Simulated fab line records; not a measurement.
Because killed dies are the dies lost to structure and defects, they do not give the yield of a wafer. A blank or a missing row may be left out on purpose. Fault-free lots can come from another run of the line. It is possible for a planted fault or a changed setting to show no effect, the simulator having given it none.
Struck lot and sound lot, side by side + flow sky130 + 19 steps out of a route of 708
Sound: the wafers L446.1, L446.4, L446.5. Struck: wafer L444.5; the same lot's L444.3 was not struck, so it is left out; see the end for the cause.
For every step that has rows: the tool of each side, followed by ch and its chambers, followed by its first start. Under that, the readings that differ: sound wafers + struck wafers + difference of the means + sigmas: that difference in standard deviations of wafers without a fault.
alike: readings whose means differ by less than 2 such deviations, and words and numbers that are the same on both sides. not compared: withheld readings, readings that some wafer has no value for, bounds like >300 that may hide the same value, and numbers for which the record gives no deviation and whose values overlap.
A row with sigmas, a row that says differs or no value, or rows on one side alone: a step with any of these is where the two part. Numbers that don't overlap but have no deviation are shown without sigmas and don't part them. A reading missing from all wafers of one side parts the sides only when that side holds two or more wafers.

SKY_METAL4_STRIP_19: strips in O2/N2.
  sound on plasma-asher-02 ch 0, day 47 08:48; struck on plasma-asher-02 ch 0, day 46 22:32
  alike: drypump-motor-current-A, oes-product-au, strip-time-to-endpoint-s
  not compared: rf-hours-counter-h
then, 4 steps without rows for these wafers: SKY_METAL4_STRIP_20 (strips in post etch residue remover, time 1200 s); SKY_METAL4_CLEAN_21 (cleans in IPA, time 180 s); SKY_METAL4_CLEAN_22 (cleans in O3/DIW); SKY_VIA4_HDPCVD_00 (deposits SiO2, target thk 1750 nm, time 291.7 s).
SKY_VIA4_THK_MEAS_01:
  sound on film-metro-01, day 47 09:37; struck on film-metro-04, day 46 23:17
  alike: VIA4_HDPCVD_THK
SKY_VIA4_CMP_02: polishes SiO2.
  sound on cmp-01 ch 2,3, day 47 09:40; struck on cmp-01 ch 2, day 46 23:23
  alike: motor-current-A, slurry-filter-dp-kPa
SKY_VIA4_BOW_MEAS_03:
  sound on film-metro-04, day 47 09:58; struck on film-metro-01, day 46 23:40
  alike: VIA4_BOW
then, 4 steps without rows for these wafers: SKY_VIA4_DEHYDRATE_04 (time 60 s); SKY_VIA4_HMDS_05 (prime time 60 s); SKY_VIA4_COAT_06 (resist thk 1140 nm); SKY_VIA4_SOFTBAKE_07 (time 60 s).
SKY_VIA4_EXPOSE_08: exposes mask VIM4, target cd 800 nm.
  sound on iline-stepper-02 ch 0, day 47 19:37; struck on iline-stepper-01 ch 0, day 47 09:49
  alike: mask
then, 2 steps without rows for these wafers: SKY_VIA4_PEB_09; SKY_VIA4_DEVELOP_10 (develop time 60 s).
SKY_VIA4_OVL_MEAS_11:
  sound on overlay-02, day 48 04:25; struck on overlay-01, day 47 19:13
  alike: VIA4_OVL
SKY_VIA4_ETCH_12: etches SiO2 in C4F8/O2/Ar, stops on TiN, target depth 580 nm.
  sound on rie-diel-02 ch 0,2, day 48 04:28; struck on rie-diel-02 ch 1, day 47 19:14
| reading               | sound             | struck | difference | sigmas |
|-----------------------|-------------------|--------|------------|--------|
| model.VIA4.cd-nm (nm) | 795.4 798.3 798.3 | 838.4  | +41.1      |        |
  alike: oes-product-au
SKY_VIA4_STRIP_13: strips in O2/N2.
  sound on plasma-asher-04 ch 0, day 48 04:32; struck on plasma-asher-02 ch 0, day 47 19:21
| reading                     | sound       | struck | difference | sigmas |
|-----------------------------|-------------|--------|------------|--------|
| drypump-motor-current-A (A) | 5.8 5.8 5.8 | 6.6    | +0.8       | +2     |
  alike: oes-product-au, strip-time-to-endpoint-s
  not compared: rf-hours-counter-h
-- the record jumps here: 2 days lie between the struck wafers' starts before and after (it left off in module VIA4 and takes up again in module PAD_OPEN, whose first step shown is number 708 of the route) --
SKY_PAD_OPEN_PROBE_99:
  sound on prober-01, day 50 13:35; struck on prober-01, day 50 06:01
| reading                       | sound               | struck | difference | sigmas |
|-------------------------------|---------------------|--------|------------|--------|
| model.etest.via4-chain.rc-ohm | 0.8053 0.756 0.7972 | 0.7445 | -0.0417    |        |
  alike: defect-limited-yield, killed_at_M0_to_M3, killed_at_M4_up, killed-at-contacts, killed-at-front-end, killed-at-other, killed-dies, killed-open, killed-short, sort_bin_3_pad_short, sort_bin_5_function, sort_bin_6_memory, sort-n-pass, sort-yield-pct

== WHERE THEY PART ==
SKY_VIA4_STRIP_13 only, going by this record. Later steps at which nothing parts them and some readings are alike: SKY_PAD_OPEN_PROBE_99.

WHY: whatever the simulator had introduced
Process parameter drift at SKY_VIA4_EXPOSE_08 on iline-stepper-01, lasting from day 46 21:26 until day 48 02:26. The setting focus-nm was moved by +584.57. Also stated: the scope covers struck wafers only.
